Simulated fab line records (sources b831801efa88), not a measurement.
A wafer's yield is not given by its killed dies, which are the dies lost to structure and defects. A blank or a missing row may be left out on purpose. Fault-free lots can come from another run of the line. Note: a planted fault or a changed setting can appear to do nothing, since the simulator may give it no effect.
Code-filled problem report in 8D (eight disciplines) form -- flow sky130 -- the parts of the form that need people (team, actions taken, sign-off) are left out

## 1. WHAT IS WRONG
At SKY_PAD_OPEN_PROBE_99, killed_at_front_end averages 425 over 5 wafers from 2 lots, while fault-free wafers read 15, standard deviation 4.5. Relative to the usual mean, that is a shift of +91 standard deviations.
Earliest sighting: wafer L857.3 on prober-02 at day 48 10:32. The record has a number at this step for 14 wafers belonging to 5 lots. Rule for "out", or "out of limits": more than 4 standard deviations from the usual mean. All remaining wafers that have a number are taken as sound.

## 2. WHAT IT IS AND WHAT IT IS NOT
question,is,is not
which readings at this step,"killed_at_front_end, killed_dies, killed_on_rim","killed_at_M0_to_M3, killed_at_M4_up, killed_at_contacts, killed_open"
which lots,"L856, L857","L848, L852, L869"
which wafers of those lots,all that have a number,-
read on which tools,"prober-01, prober-02",-
when,from day 48 10:32,up to then (6 sound wafers); but 3 sound wafers of L869 came after

## 3. THE SUSPECTS, EACH WITH WHAT RULES IT OUT
Counting: a tool at a process step up to the reading stays a suspect if it ran every lot that is out and no sound lot after the first of them.
- litho_track-04 at SKY_SD_N_COAT_02 (resist thk 1140 nm): kept. All lots that are out passed through it, beginning with L857 at day 30 23:05, and no sound lot followed; its final sound lot before that point was L852 at day 29 05:38.
Remaining after the count: litho_track-04 at SKY_SD_N_COAT_02.

## 4. THE CAUSE (what the simulator had put in)
Step skipped in full: litho_track-04, at SKY_SD_N_COAT_02, from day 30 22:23 onward. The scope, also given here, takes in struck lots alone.
Only this tool survived the counting.

## 5. THE EFFECT CHAIN, in route order
Rows list readings where the struck wafers' mean (over those with a number) sits beyond 3 standard deviations from the usual. Only readings for which the record gives a usual standard deviation are gone through. hours: the time from each lot's start at the first step in this table that gives one to its start at this step, as a median over the lots. sigmas: the change in usual standard deviations.
hours,step,reading,usual,on struck wafers,change,sigmas
0,SKY_PAD_OPEN_PROBE_99,killed_at_front_end,15,425,+410,+91
0,SKY_PAD_OPEN_PROBE_99,killed_dies,86,492,+406,+47
0,SKY_PAD_OPEN_PROBE_99,killed_on_rim,17,96,+79,+21
It contains these process steps:
- SKY_PAD_OPEN_PROBE_99
Readings that are blank on the struck wafers while sound wafers have them: chill_plate_temp_C at SKY_SD_N_COAT_02; dispense_pressure_kPa at SKY_SD_N_COAT_02; cd_nm at SKY_SD_N_CD_MEAS_07.

## 6. WHAT WOULD HAVE CAUGHT IT SOONER
420 hours passed between the start of the fault at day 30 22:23 and the first reading out of limits in this record, taken at day 48 10:32.
Between SKY_SD_N_COAT_02 and SKY_PAD_OPEN_PROBE_99, SKY_SD_N_CD_MEAS_07 gave no cd_nm on the struck wafers, where sound wafers have one: a measuring or inspecting step that comes back empty is itself a sign.
At SKY_SD_N_COAT_02 the tool's readings are blank on the struck wafers, where sound wafers have them: an empty tool record is the first sign, and it was there at once.
Each of the lots that are out, 2 in all, had begun SKY_SD_N_COAT_02 on litho_track-04 no later than day 48 10:32. Holding the tool at that point would not have protected any of them.
